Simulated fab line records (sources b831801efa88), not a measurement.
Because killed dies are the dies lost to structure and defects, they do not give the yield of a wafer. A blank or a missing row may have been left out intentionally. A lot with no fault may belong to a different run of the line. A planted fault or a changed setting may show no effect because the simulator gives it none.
A lot that was struck, set against a sound lot ; flow sky130 ; 14 out of 708 route steps
Sound: the wafers L502.1, L502.2, L502.5. Struck: wafers L507.2, L507.4, L507.5. The cause comes at the end.
Per side, at each step with rows, come the tool, then ch with its chambers, and then its first start. Under that, the readings that differ: sound wafers ; struck wafers ; difference of the means ; sigmas: that difference in standard deviations of wafers without a fault.
alike: a reading whose means differ by less than 2 such deviations, as well as words and numbers matching on both sides. not compared: withheld readings; readings where some wafer has no value; bounds like >300 that might hide an equal value; numbers whose values overlap and for which the record gives no deviation.
A row with sigmas, a row that says differs or no value, or rows on one side alone: a step with any of these is where the two part. Numbers that have no deviation but don't overlap get no sigmas and don't part them. A reading that every wafer of one side lacks parts them only if that side has two wafers or more.

first, 4 steps without rows for these wafers: SKY_RES_XHIGH_EXPOSE_04 (exposes mask URPM, target cd 1270 nm); SKY_RES_XHIGH_PEB_05; SKY_RES_XHIGH_DEVELOP_06 (develop time 60 s); SKY_RES_XHIGH_IMPLANT_07.
SKY_RES_XHIGH_STRIP_08: strips in O2/N2.
  sound on plasma_asher-01 ch 0,1, day 29 10:41; struck on plasma_asher-04 ch 0,1, day 31 02:43
  alike: drypump_motor_current_A, oes_product_au, strip_time_to_endpoint_s
  not compared: rf_hours_counter_h
SKY_RES_XHIGH_TW_MEAS_09:
  sound on film_metro-02, day 29 10:47; struck on film_metro-01, day 31 02:50
  alike: RES_XHIGH_TW
then, 6 steps without rows for these wafers: SKY_SD_N_DEHYDRATE_00 (time 60 s); SKY_SD_N_HMDS_01 (prime time 60 s); SKY_SD_N_COAT_02 (resist thk 1140 nm); SKY_SD_N_SOFTBAKE_03 (time 60 s); SKY_SD_N_EXPOSE_04 (exposes mask NSDM, target cd 380 nm); SKY_SD_N_PEB_05.
SKY_SD_N_DEVELOP_06: develop time 60 s.
  struck on litho_track-02, day 32 06:13; sound on litho_track-04 ch 0, day 30 14:14
  no value came back on the struck wafers for chill_plate_temp_C (C), develop_time_s (s); on the sound wafers chill_plate_temp_C (C) reads 22.91 22.89 22.94
SKY_SD_N_CD_MEAS_07 targets a cd of 380 nm.
  sound on cd_sem-02, day 30 14:23; struck on cd_sem-02, day 32 06:22
reading;sound;struck;difference;sigmas
cd_nm (nm);380.3 380.3 381.0;- - -;no value on the struck wafers;

WHERE THEY PART
At SKY_SD_N_DEVELOP_06 first; at SKY_SD_N_CD_MEAS_07 last (within this record only).

WHY: the cause the simulator had injected
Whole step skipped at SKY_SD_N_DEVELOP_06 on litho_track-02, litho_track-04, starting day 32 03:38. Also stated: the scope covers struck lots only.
